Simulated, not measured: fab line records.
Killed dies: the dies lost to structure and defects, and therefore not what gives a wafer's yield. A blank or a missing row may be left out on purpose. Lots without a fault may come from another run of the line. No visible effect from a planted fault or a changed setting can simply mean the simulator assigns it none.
Code-filled problem report in 8D (eight disciplines) form -- flow sfqLine -- the parts of the form that need people (team, actions taken, sign-off) are left out

== 1. THE PROBLEM ==
Wafers free of any fault read 43.5 ohm/sq (standard deviation 0.61) for L0_MONX_KI_RS at SFQ_L0_RS_MEAS_901, against a mean of 47.2 ohm/sq on 3 wafers of 2 lots. Measured from the usual mean, that is +6.0 standard deviations.
The step: measures by four-point-probe.
First seen on wafer L429.1, day 5 11:34, on filmMetro-01. At this step, 42 wafers from 14 lots have a number in the record. Rule for "out" (also "out of limits"): further than 4 standard deviations from the usual mean. All remaining wafers that have a number are taken as sound.

== 2. WHAT IT IS, WHAT IT ISN'T ==
question,is,is not
which readings at this step,L0_MONX_KI_RS,-
which lots,"L429, L430","L410, L411, L412, L414, L415, L416, L418, L419, L422, L428, L431, L432"
which wafers of those lots,"L429.1, L429.5, L430.2","L429.4, L430.3, L430.4"
read on which gauges,filmMetro-01,"filmMetro-02, filmMetro-03"
when,from day 5 11:34,"up to then (31 sound wafers); but 8 sound wafers of L430, L431, L432 came after"

== 3. SUSPECTS, AND WHAT RULES EACH OUT ==
Counting: any tool at a process step up to the reading remains a suspect provided it ran every lot that is out. Sound lots after the first of them don't rule it out here, since some wafers of a struck lot are sound.
- the gauge at SFQ_L0_RS_MEAS_901 has been ruled out. All the wafers that are out were read on filmMetro-01, but those of them that SFQ_TRILAYER_L0_ETCH_METAL_ETCH_008 has rows for are out there too, on other tools.
- pvdSputter-03 at SFQ_TRILAYER_L0_DEP_SPUTTER_003 (material MoNx KI, target thk 40 nm, time 100 s): kept. Ran every lot that is out, first one L429 (day 5 11:29); last sound lot up to then L428 (day 5 06:29).
Remaining after the count: pvdSputter-03 at SFQ_TRILAYER_L0_DEP_SPUTTER_003.

== 4. THE CAUSE (what the simulator had put in) ==
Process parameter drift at SFQ_TRILAYER_L0_DEP_SPUTTER_003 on pvdSputter-03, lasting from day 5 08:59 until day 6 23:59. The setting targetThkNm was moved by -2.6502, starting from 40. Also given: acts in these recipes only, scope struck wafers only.
This tool alone remained once counting was done.

== 5. SEQUENCE OF EFFECTS, ordered by route ==
Each row: a reading whose mean over the struck wafers that have a number lies more than 3 standard deviations from the usual. Only readings for which the record gives a usual standard deviation are gone through. hours: the time from each lot's start at the first step in this table that gives one to its start at this step, as a median over the lots. sigmas: the change in usual standard deviations.
hours,step,reading,usual,on struck wafers,change,sigmas
0,SFQ_L0_RS_MEAS_901,L0_MONX_KI_RS,43.5 ohm/sq,47.2,+3.7,+6.0
3,SFQ_L0_THK_MEAS_902,L0_MONX_KI_THK,40.5 nm,37.5,-3.0,-5.0
77,SFQ_TRILAYER_L0_ETCH_METAL_ETCH_008,oesProductAu,0.873 a.u.,0.836,-0.037,-4.1
The process steps in it:
- SFQ_TRILAYER_L0_ETCH_METAL_ETCH_008: etches MoNx KI in SF6/O2, stops on SiO2, target depth 50 nm, time 25 s.
Later measuring or inspecting steps at which every struck wafer that the step has a row for has a number for every such reading, and none has moved that far: SFQ_M3_OVL_MEAS_921.

== 6. HOW IT WOULD HAVE BEEN CAUGHT EARLIER ==
3 hours passed between the start of the fault at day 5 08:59 and the first reading out of limits at a measuring or inspecting step in this record, taken at day 5 11:34.
Tool readings at SFQ_TRILAYER_L0_DEP_SPUTTER_003 with a usual standard deviation given in the record: none out on any struck wafer, hence no alarm at a limit of 4 standard deviations on them.
Lots out: 2; of these, L430 started SFQ_TRILAYER_L0_DEP_SPUTTER_003 on pvdSputter-03 after day 5 11:34. It would have been spared by a hold on the tool at that moment.
